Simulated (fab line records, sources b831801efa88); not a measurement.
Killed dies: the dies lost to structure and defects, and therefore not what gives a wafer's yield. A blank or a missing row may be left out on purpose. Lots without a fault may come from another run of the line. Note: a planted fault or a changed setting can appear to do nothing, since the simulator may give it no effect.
Code-filled problem report in 8D (eight disciplines) form -- flow sky130 -- the parts of the form that need people (team, actions taken, sign-off) are left out

== 1. THE ISSUE ==
Across 5 wafers from 2 lots, PASSIVATION_CVD_02_THK at SKY_PASSIVATION_THK_MEAS_03 averages 483 nm, while fault-free wafers read 540 nm with a standard deviation of 6. That is -9.5 standard deviations from the usual mean.
Earliest sighting: wafer L479.5 on film metro-03 at day 46 13:11. At this step, 32 wafers from 11 lots have a number in the record. The rule behind "out" and "out of limits": a value lying over 4 standard deviations away from the usual mean. Any other wafer with a number is counted as sound.

== 2. WHAT THIS IS AND IS NOT ==
question,is,is not
which readings at this step,PASSIVATION_CVD_02_THK,-
which lots,"L479, L480","L470, L471, L483, L484, L485, L487, L489, L490, L491"
which wafers of those lots,all that have a number,-
read on which gauges,film metro-03,"film metro-02, film metro-04"
when,from day 46 13:11,"up to then (6 sound wafers); but 21 sound wafers of L483, L484, L485, L487, L489, L490, L491 came after"

== 3. THE SUSPECTS, EACH WITH WHAT RULES IT OUT ==
Counting: any tool at a process step up to the reading is kept as a suspect provided that every lot that is out went through it and no sound lot did after the first of them.
- the gauge at SKY_PASSIVATION_THK_MEAS_03: ruled out. All the wafers that are out were read on film metro-03, but those of them that SKY_PASSIVATION_ETCH_11 has rows for are out there too, on other tools.
- pecvd-02 at SKY_PASSIVATION_CVD_02 (deposits Si3N4, target thk 540 nm): kept. It processed each lot that is out, first L479 at day 46 13:02, and no sound lot thereafter; up to then, the last sound lot it processed was L470 at day 43 23:54.
Left after counting: pecvd-02 at SKY_PASSIVATION_CVD_02.

== 4. THE CAUSE (what the simulator had put in) ==
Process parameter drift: pecvd-02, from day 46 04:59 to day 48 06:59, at SKY_PASSIVATION_CVD_02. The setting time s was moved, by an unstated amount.
Only this tool survived the counting.

== 5. THE EFFECT CHAIN, in route order ==
Each row: a reading whose mean over the struck wafers that have a number lies more than 3 standard deviations from the usual. Readings are gone through only where the record gives a usual standard deviation; hours: the median, over the lots, of the time from a lot's start at the first step in this table giving one to that lot's start at this step; sigmas: the change measured in usual standard deviations.
hours,step,reading,usual,on struck wafers,change,sigmas
0,SKY_PASSIVATION_THK_MEAS_03,PASSIVATION_CVD_02_THK,540 nm,483,-57,-9.5
20,SKY_PASSIVATION_ETCH_11,oes product au,0.977 a.u.,0.934,-0.043,-7.2
The process steps in it:
- SKY_PASSIVATION_ETCH_11: etches the open film in CF4/O2, stops on AlCu, target depth 725 nm, time 161.1 s.
Readings that are blank on the struck wafers while sound wafers have them: susceptor temp C at SKY_PASSIVATION_CVD_02.

== 6. WHAT WOULD HAVE CAUGHT IT SOONER ==
Counted from the fault's start at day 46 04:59, it took 8 hours until the first out-of-limits reading at a measuring or inspecting step in this record, taken at day 46 13:11.
Among the 2 lots that are out, L480 began SKY_PASSIVATION_CVD_02 on pecvd-02 after day 46 13:11. A tool hold placed at that time would have kept it from harm.
